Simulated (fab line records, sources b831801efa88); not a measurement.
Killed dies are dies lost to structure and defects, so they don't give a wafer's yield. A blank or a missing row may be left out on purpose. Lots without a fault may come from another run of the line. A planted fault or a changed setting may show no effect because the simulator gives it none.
Problem report in the 8D (eight disciplines) form, filled by code | flow gf180mcu | the parts of the form that need people (team, actions taken, sign-off) are left out

1. THE PROBLEM
MVPSD_RS at GF_VT_IMPLANT_RS_MEAS_49 reads a mean of 1184 ohm/sq on 3 wafers of 2 lots; wafers without a fault read 1169 ohm/sq with a standard deviation of 3.3. That is +4.5 standard deviations from the usual mean.
The step: measures by four-point-probe.
First seen on wafer L355.3, day 9 21:32, on film_metro-02. The record holds 39 wafers of 13 lots with a number at this step. Rule for "out", or "out of limits": more than 4 standard deviations from the usual mean. The other wafers with a number count as sound.

2. WHAT IT IS AND WHAT IT IS NOT
question                    | is                           | is not
which readings at this step | MVPSD_RS                     | -
which lots                  | L355, L359                   | L348, L349, L350, L351, L352, L353, L354, L364, L366, L368, L369
which wafers of those lots  | L355.3, L355.5, L359.5       | L355.6, L359.4, L359.6
read on which gauges        | film_metro-02, film_metro-04 | film_metro-03
when                        | from day 9 21:32             | up to then (22 sound wafers); but 14 sound wafers of L359, L364, L366, L368, L369 came after

3. SUSPECTS, AND WHAT RULES EACH OUT
Counting: a tool at a process step up to the reading stays a suspect if it ran every lot that is out. Sound lots after the first of them don't rule it out here, since some wafers of a struck lot are sound.
- the gauge at GF_VT_IMPLANT_RS_MEAS_49: ruled out. The wafers that are out were read on 2 gauges (film_metro-02, film_metro-04).
- implanter-04 at GF_MVPSD_IMPLANT_08: kept. It ran every lot that is out, first L355 (day 7 02:11); its last sound lot up to then is L354 (day 6 16:22).
- plasma_asher-04 at GF_VT_IMPLANT_STRIP_09 (strips in O2/N2): kept. It ran every lot that is out, first L355 (day 7 17:58); its last sound lot up to then is L353 (day 7 07:14).
Left after counting: implanter-04 at GF_MVPSD_IMPLANT_08, plasma_asher-04 at GF_VT_IMPLANT_STRIP_09.

4. THE CAUSE (what the simulator had put in)
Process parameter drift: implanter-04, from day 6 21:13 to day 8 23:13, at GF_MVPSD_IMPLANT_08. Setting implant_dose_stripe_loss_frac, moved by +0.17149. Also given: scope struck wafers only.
Counting left 2 suspects, and this tool is among them.

5. THE CHAIN OF EFFECTS, in route order
Each row: a reading whose mean over the struck wafers that have a number lies more than 3 standard deviations from the usual. Only readings for which the record gives a usual standard deviation are gone through. hours: the time from each lot's start at the first step in this table that gives one to its start at this step, as a median over the lots. sigmas: the change in usual standard deviations.
hours | step                     | reading  | usual       | on struck wafers | change | sigmas
0     | GF_VT_IMPLANT_RS_MEAS_49 | MVPSD_RS | 1169 ohm/sq | 1184             | +15    | +4.5
Later measuring or inspecting steps at which every struck wafer that the step has a row for has a number for every such reading, and none has moved that far: GF_POLY_GATE_CD_MEAS_10.

6. WHAT WOULD HAVE CAUGHT IT SOONER
In this record the first reading out of limits at a measuring or inspecting step was taken at day 9 21:32, 72 hours after the fault began at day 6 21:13.
All the lots that are out (2) had begun GF_MVPSD_IMPLANT_08 on implanter-04 by day 9 21:32. A hold on the tool at that time would have spared none of them.
